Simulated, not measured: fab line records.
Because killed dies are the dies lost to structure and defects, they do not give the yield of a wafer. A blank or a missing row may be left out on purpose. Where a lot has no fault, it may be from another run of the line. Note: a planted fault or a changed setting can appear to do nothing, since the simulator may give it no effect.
Struck lot and sound lot, side by side	flow gf180mcu	33 out of 602 route steps
Sound: these wafers, L222.1, L222.5, L222.6. Wafers struck: L231.2, L231.4, L231.6. At the end, the cause is stated.
Order at every step that has rows: each side's tool, ch and its chambers, its first start. Under that, the readings that differ: sound wafers	struck wafers	difference of the means	sigmas: that difference in standard deviations of wafers without a fault.
alike: a reading whose means differ by less than 2 such deviations, as well as words and numbers matching on both sides. not compared: withheld readings; readings where some wafer has no value; bounds like >300 that might hide an equal value; numbers whose values overlap and for which the record gives no deviation.
The two part at a step that has a row with sigmas, a row that says differs or no value, or rows on one side only. Numbers that have no deviation but don't overlap get no sigmas and don't part them. Lack of a reading on every wafer of one side parts them only where that side has two or more wafers.

first, 1 step without rows for these wafers: GF_HV_LDD_CVD_56 (deposits Si3N4 from DCS/NH3, target thk 90 nm, time 1543 s).
GF_HV_LDD_THK_MEAS_57:
  sound on film metro-02, day 15 11:19; struck on film metro-03, day 18 16:09
  alike: HV_LDD_CVD_56_THK
GF_HV_LDD_ETCHBACK_58: etches Si3N4 in CH3F/O2, stops on SiO2, time 100 s, target depth 90 nm.
  sound on rie diel-01 ch 0,3, day 15 11:23; struck on rie diel-04 ch 2,3, day 18 16:12
  alike: drypump motor current A, oes product au, throttle valve pct
  not compared: rf hours counter h
then, 7 steps without rows for these wafers: GF_NSD_DEHYDRATE_00 (time 60 s); GF_NSD_HMDS_01 (prime time 60 s); GF_NSD_COAT_02 (resist thk 1000 nm); GF_NSD_SOFTBAKE_03 (time 60 s); GF_NSD_EXPOSE_04 (exposes mask Nplus, target cd 400 nm); GF_NSD_PEB_05; GF_NSD_DEVELOP_06 (develop time 60 s).
GF_NSD_CD_MEAS_07: target cd 400 nm.
  sound on cd sem-01, day 16 08:56; struck on cd sem-02, day 19 16:29
  alike: cd nm
GF_NSD_OVL_MEAS_08:
  sound on overlay-01, day 16 09:03; struck on overlay-02, day 19 16:35
reading	sound	struck	difference	sigmas
NSD_OVL (nm)	1.5 2.4 2.4	-0.4 -1.8 -1.9	-3.5	-2
GF_NSD_IMPLANT_09:
  sound on implanter-03 ch 0, day 16 09:05; struck on implanter-04 ch 0, day 19 16:38
reading	sound	struck	difference	sigmas
beam energy keV	59.969 59.990 59.999	58.064 58.065 58.058	-1.924	-99 or more
model.implant.drp nm (nm)	16.15 16.15 16.15	15.76 15.76 15.76	-0.39	
then, 1 step without rows for these wafers: GF_NSD_IMPLANT_10.
GF_NSD_STRIP_11: strips in O2/N2.
  sound on plasma asher-04 ch 0,1, day 16 09:23; struck on plasma asher-03 ch 0, day 19 16:55
reading	sound	struck	difference	sigmas
strip time to endpoint s (s)	23.01 23.02 22.98	22.70 22.69 22.68	-0.31	-9
  alike: drypump motor current A, heater power w, oes product au
  not compared: rf hours counter h
GF_NSD_TW_MEAS_12:
  sound on film metro-03, day 16 09:29; struck on film metro-03, day 19 17:01
  alike: NSD_TW
then, 7 steps without rows for these wafers: GF_PSD_DEHYDRATE_00 (time 60 s); GF_PSD_HMDS_01 (prime time 60 s); GF_PSD_COAT_02 (resist thk 1000 nm); GF_PSD_SOFTBAKE_03 (time 60 s); GF_PSD_EXPOSE_04 (exposes mask Pplus, target cd 400 nm); GF_PSD_PEB_05; GF_PSD_DEVELOP_06 (develop time 60 s).
GF_PSD_CD_MEAS_07: target cd 400 nm.
  sound on cd sem-01, day 17 07:38; struck on cd sem-01, day 20 16:52
  alike: cd nm
GF_PSD_OVL_MEAS_08:
  sound on overlay-01, day 17 07:45; struck on overlay-02, day 20 16:58
  alike: PSD_OVL
then, 1 step without rows for these wafers: GF_PSD_IMPLANT_09.
GF_PSD_STRIP_10: strips in O2/N2.
  sound on plasma asher-03 ch 0,1, day 17 07:56; struck on plasma asher-04 ch 1, day 20 17:09
reading	sound	struck	difference	sigmas
heater power w (W)	359 342 415	265 267 264	-107	-3
  alike: drypump motor current A, oes product au, strip time to endpoint s
  not compared: rf hours counter h
GF_PSD_TW_MEAS_11:
  sound on film metro-03, day 17 08:02; struck on film metro-03, day 20 17:16
  alike: PSD_TW
then, 1 step without rows for these wafers: GF_PSD_CLEAN_12 (cleans in SC1/SC2, time 150 s).
GF_PSD_RTA_13: time 20 s.
  sound on rtp anneal-01 ch 0, day 17 08:09; struck on rtp anneal-02 ch 0, day 20 17:22
  alike: lamp power pct, wafer_temp_C_max
GF_PSD_RS_MEAS_14: measurement is done with a four-point probe.
  sound on film metro-01, day 17 08:14; struck on film metro-01, day 20 17:28
reading	sound	struck	difference	sigmas
NSD_RS (ohm/sq)	46.02 45.97 45.96	46.53 46.53 46.51	+0.54	+4
GF_PSD_RS_MEAS_15: measurement is done with a four-point probe.
  sound on film metro-01, day 17 08:22; struck on film metro-01, day 20 17:35
  alike: PSD_RS
-- the record jumps here: 13 days lie between the struck wafers' starts before and after (it left off in module PSD and takes up again in module PASSIVATION, whose first step shown is number 602 of the route) --
GF_PASSIVATION_PROBE_99:
  only the struck wafers here have rows in the record (prober-02, day 34 01:56); the sound ones have none

== WHERE THEY PART ==
Last at GF_PASSIVATION_PROBE_99 as far as this record goes, first at GF_NSD_OVL_MEAS_08.

WHY: what had been put in by the simulator
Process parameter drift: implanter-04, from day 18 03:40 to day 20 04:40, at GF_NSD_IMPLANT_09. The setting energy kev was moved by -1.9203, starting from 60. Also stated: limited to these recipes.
